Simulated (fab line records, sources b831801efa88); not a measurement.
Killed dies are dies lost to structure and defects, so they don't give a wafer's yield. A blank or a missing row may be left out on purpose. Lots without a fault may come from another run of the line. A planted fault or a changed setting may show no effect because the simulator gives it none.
A struck lot beside a sound one | flow sky130 | 15 steps out of a route of 708
Sound: wafers L593.4, L593.5, L593.6. Struck: wafer L595.2. (L595.1, L595.5 of the same lot were not struck and are left out.) The cause comes at the end.
At each step with rows: each side's tool, then ch and its chambers, then its first start. Under that, the readings that differ: sound wafers | struck wafers | difference of the means | sigmas: that difference in standard deviations of wafers without a fault.
alike: readings whose means differ by less than 2 such deviations, and words and numbers that are the same on both sides. not compared: withheld readings, readings that some wafer has no value for, bounds like >300 that may hide the same value, and numbers for which the record gives no deviation and whose values overlap.
The two part at a step that has a row with sigmas, a row that says differs or no value, or rows on one side only. Numbers that don't overlap but have no deviation are shown without sigmas and don't part them. A reading that every wafer of one side lacks parts them only if that side has two wafers or more.

first, 4 steps without rows for these wafers: SKY_VIA1_SOFTBAKE_08 (time 90 s); SKY_VIA1_EXPOSE_09 (exposes mask VIM, target cd 150 nm); SKY_VIA1_PEB_10; SKY_VIA1_DEVELOP_11 (develop time 60 s).
SKY_VIA1_CD_MEAS_12: target cd 150 nm.
  sound on cd_sem-01, day 35 22:26; struck on cd_sem-01, day 36 12:50
  alike: cd_nm
SKY_VIA1_OVL_MEAS_13:
  sound on overlay-01, day 35 22:31; struck on overlay-01, day 36 12:57
  alike: VIA1_OVL
SKY_VIA1_ETCH_14: etches BARC in N2/H2, stops on SiO2, time 45.9 s, target depth 60 nm.
  sound on rie_diel-03 ch 1,2,3, day 35 22:32; struck on rie_diel-02 ch 3, day 36 12:59
  alike: drypump_motor_current_A, oes_product_au, throttle_valve_pct
  not compared: rf_hours_counter_h
SKY_VIA1_ETCH_15: etches SiO2 in C4F8/O2/Ar, stops on TiN, target depth 351 nm, time 54 s.
  sound on rie_diel-03 ch 1,2,3, day 35 22:35; struck on rie_diel-02 ch 3, day 36 13:02
  alike: oes_product_au
  not compared: rf_hours_counter_h
SKY_VIA1_STRIP_16: strips in O2/N2.
  sound on plasma_asher-04 ch 0,1, day 35 22:40; struck on plasma_asher-04 ch 1, day 36 13:04
  reading                | sound | struck | difference                   | sigmas
  rf_hours_counter_h (h) | - - - | 104    | no value on the sound wafers |
  alike: drypump_motor_current_A, oes_product_au, strip_time_to_endpoint_s
then, 3 steps without rows for these wafers: SKY_VIA1_STRIP_17 (strips in post etch residue remover, time 1200 s); SKY_VIA1_CLEAN_18 (cleans in IPA, time 180 s); SKY_VIA1_CLEAN_19 (cleans in O3/DIW).
SKY_VIA1_SPUTTER_20: material TiN, target thk 20 nm, time 80 s.
  sound on pvd_sputter-02, day 35 23:15; struck on pvd_sputter-02, day 36 13:40
  reading                                  | sound             | struck | difference | sigmas
  chamber_pressure_pa (Pa)                 | 4.983 5.000 4.996 | 5.584  | +0.591     | +66
  throttle_valve_pct (%)                   | 29.5 31.9 30.2    | 27.7   | -2.8       | -3
  model.TiN_of_VIA1_SPUTTER_20.thk_nm (nm) | 19.71 19.69 19.96 | 17.97  | -1.82      |
SKY_VIA1_CVD_21: deposits W, target thk 270 nm, time 80.902 s.
  sound on cvd_w-02 ch 0,1, day 35 23:19; struck on cvd_w-01 ch 0, day 36 13:44
  alike: heater_power_w
-- the record jumps here: 11 days lie between the struck wafers' starts before and after (it left off in module VIA1 and takes up again in module PAD_OPEN, whose first step shown is number 708 of the route) --
SKY_PAD_OPEN_PROBE_99:
  the record has rows for the struck wafers here (prober-02, day 48 01:43) and none for the sound ones

WHERE THEY PART
First at SKY_VIA1_STRIP_16; last, within this record, at SKY_PAD_OPEN_PROBE_99.

WHY: what the simulator had put in
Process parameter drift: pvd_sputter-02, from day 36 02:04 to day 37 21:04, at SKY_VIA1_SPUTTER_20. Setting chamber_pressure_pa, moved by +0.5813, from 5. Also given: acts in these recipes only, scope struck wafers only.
